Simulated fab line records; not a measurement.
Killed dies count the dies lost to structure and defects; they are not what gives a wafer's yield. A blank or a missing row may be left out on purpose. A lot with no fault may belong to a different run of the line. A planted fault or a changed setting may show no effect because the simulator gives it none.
Struck lot and sound lot, side by side -- flow sfq line -- 15 out of 325 route steps
Sound: these wafers, L161.1, L161.3, L161.6. Struck: wafers L169.2, L169.4 (left out: L169.3, a lot-mate that was not struck); the cause follows at the end.
For every step that has rows: the tool of each side, followed by ch and its chambers, followed by its first start. Under that, the readings that differ: sound wafers -- struck wafers -- difference of the means -- sigmas: that difference in standard deviations of wafers without a fault.
alike: words and numbers the same on both sides, and readings whose means are apart by under 2 such deviations; not compared: readings that were withheld, readings missing a value for some wafer, numbers with overlapping values and no deviation given by the record, and bounds like >300 which may hide the same value.
A row with sigmas, a row that says differs or no value, or rows on one side alone: a step with any of these is where the two part. When numbers do not overlap yet have no deviation, they are printed without sigmas and do not part them. A reading missing from all wafers of one side parts the sides only when that side holds two or more wafers.

first, 1 step without rows for these wafers: SFQ_TRILAYER_M7_STRIP_SOLV_CLEAN_182 (cleans in NMP, time 600 s).
SFQ_TRILAYER_I7_DEP_PECVD_183: deposits SiO2 from SiH4/N2O, time 111.11 s, target thk 500 nm.
  sound on pecvd-02 ch 0, day 84 22:27; struck on pecvd-04 ch 1, day 88 09:52
  alike: heater power w, susceptor temp C, throttle valve pct
SFQ_TRILAYER_I7_CMP_CMP_184: polishes SiO2.
  sound on cmp-02 ch 1,3, day 84 23:04; struck on cmp-02 ch 1,3, day 88 09:57
  alike: head pressure psi, motor current A, platen rpm, time to endpoint s
SFQ_I7_BOW_MEAS_946:
  struck on film metro-01, day 88 12:58; sound on film metro-01, day 85 01:34
  alike: I7_BOW
SFQ_TRILAYER_I7_METRO_MEASURE_185:
  struck on film metro-01, day 88 13:16; sound on film metro-01, day 85 01:41
  alike: thk nm
then, 6 steps without rows for these wafers: SFQ_TRILAYER_I7_VIA_LITHO_COAT_192 (resist thk 62 nm); SFQ_TRILAYER_I7_VIA_LITHO_COAT_187 (resist thk 650 nm); SFQ_TRILAYER_I7_VIA_LITHO_SOFTBAKE_191; SFQ_TRILAYER_I7_VIA_LITHO_EXPOSE_188 (exposes mask I7, target cd 1000 nm); SFQ_TRILAYER_I7_VIA_LITHO_PEB_190 (peb time 60 s); SFQ_TRILAYER_I7_VIA_LITHO_DEVELOP_189 (time 60 s).
-- the record jumps here: 4 days lie between the struck wafers' starts before and after --
SFQ_I7_OVL_MEAS_947:
  struck on overlay-01, day 92 07:38; sound on overlay-01, day 88 18:18
  alike: I7_OVL
SFQ_TRILAYER_I7_VIA_BARC_OPEN_VIA_ETCH_260: etches BARC in O2, target depth 125 nm, time 41.7 s.
  sound on rie diel-02 ch 0,1, day 88 18:20; struck on rie diel-02 ch 0,1, day 92 07:40
reading,sound,struck,difference,sigmas
oes product au (a.u.),0.685 0.680 0.680,0.816 0.814,+0.133,+28
run length s (s),69.3 69.4 69.6,60.9 60.7,-8.6,-19
model.KrF_of_TRILAYER_I7_VIA_LITHO_COAT_187.thk nm (nm),573.1 572.9 572.3,582.9 579.3,+8.3,
  alike: drypump motor current A
  not compared: rf hours counter h
SFQ_TRILAYER_I7_VIA_ETCH_VIA_ETCH_190: etches SiO2 in CHF3, stops on Nb, target depth 260 nm.
  sound on rie diel-02 ch 0,1, day 88 18:22; struck on rie diel-02 ch 0,1, day 92 07:42
reading,sound,struck,difference,sigmas
model.KrF_of_TRILAYER_I7_VIA_LITHO_COAT_187.thk nm (nm),528.4 527.4 527.8,539.1 535.2,+9.3,
  alike: drypump motor current A, oes product au
SFQ_TRILAYER_I7_VIA_STRIP_STRIP_191: strips in O2.
  sound on rie metal-04 ch 0,1, day 88 18:29; struck on rie metal-03 ch 1, day 92 07:49
  alike: drypump motor current A, oes product au
  not compared: rf hours counter h

== WHERE THEY PART ==
Within this record, at SFQ_TRILAYER_I7_VIA_BARC_OPEN_VIA_ETCH_260 only. Later steps at which nothing parts them and some readings are alike: SFQ_TRILAYER_I7_VIA_ETCH_VIA_ETCH_190, SFQ_TRILAYER_I7_VIA_STRIP_STRIP_191.

WHY: the cause the simulator had injected
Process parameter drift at SFQ_TRILAYER_I7_VIA_BARC_OPEN_VIA_ETCH_260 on rie diel-02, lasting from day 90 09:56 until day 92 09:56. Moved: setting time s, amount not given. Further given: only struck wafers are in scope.
